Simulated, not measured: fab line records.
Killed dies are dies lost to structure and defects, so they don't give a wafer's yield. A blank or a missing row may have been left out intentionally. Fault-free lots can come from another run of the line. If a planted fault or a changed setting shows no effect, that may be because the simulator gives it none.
Problem report in the 8D (eight disciplines) form, filled by code	flow sky130	the parts of the form that need people (team, actions taken, sign-off) are left out

== 1. WHAT WENT WRONG ==
Mean of chamber pressure pa at SKY_METAL1_SPUTTER_03: 0.4589 Pa across 6 wafers in 2 lots; on wafers with no fault it is 0.3999 Pa (standard deviation 0.00084). Relative to the usual mean, that is a shift of +70 standard deviations.
The step: material Ti, target thk 5 nm, time 3.3 s.
Seen first at day 36 03:50 on pvd sputter-04, wafer L277.1. The record has a number at this step for 36 wafers belonging to 12 lots. Rule for "out" (also "out of limits"): further than 4 standard deviations from the usual mean. The other wafers with a number count as sound.

== 2. WHAT THIS IS AND IS NOT ==
question	is	is not
which readings at this step	chamber pressure pa	-
which lots	L277, L279	L266, L267, L268, L270, L271, L272, L275, L276, L280, L287
which wafers of those lots	all that have a number	-
read on which tools	pvd sputter-04	pvd sputter-01, pvd sputter-03
when	from day 36 03:50	up to then (21 sound wafers); but 9 sound wafers of L276, L280, L287 came after

== 3. THE SUSPECTS, EACH WITH WHAT RULES IT OUT ==
Counting: a tool at a process step up to the reading stays a suspect if it ran every lot that is out and no sound lot after the first of them.
- pvd sputter-04 at SKY_METAL1_SPUTTER_03 (material Ti, target thk 5 nm, time 3.3 s): kept. It processed each lot that is out, first L277 at day 36 03:50, and no sound lot thereafter; up to then, the last sound lot it processed was L275 at day 35 01:01. Its own readings are out on those wafers: chamber pressure pa.
The count leaves pvd sputter-04 at SKY_METAL1_SPUTTER_03.

== 4. THE CAUSE (what the simulator had put in) ==
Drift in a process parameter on pvd sputter-04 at SKY_METAL1_SPUTTER_03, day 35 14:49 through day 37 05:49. Setting chamber pressure pa, moved by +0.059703, from 0.4. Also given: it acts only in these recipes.
Counting left only this tool.

== 5. THE EFFECT CHAIN, in route order ==
Each row: a reading where the mean over the struck wafers with a number is more than 3 standard deviations away from the usual. Readings are gone through only where the record gives a usual standard deviation; hours: the median, over the lots, of the time from a lot's start at the first step in this table giving one to that lot's start at this step; sigmas: the change measured in usual standard deviations.
hours	step	reading	usual	on struck wafers	change	sigmas
0	SKY_METAL1_SPUTTER_03	chamber pressure pa	0.3999 Pa	0.4589	+0.0590	+70
The process steps in it:
- SKY_METAL1_SPUTTER_03: material Ti, target thk 5 nm, time 3.3 s.

== 6. HOW IT WOULD HAVE BEEN CAUGHT EARLIER ==
In this record no reading fell out of limits until day 36 03:50, 13 hours after the fault had begun at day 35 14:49.
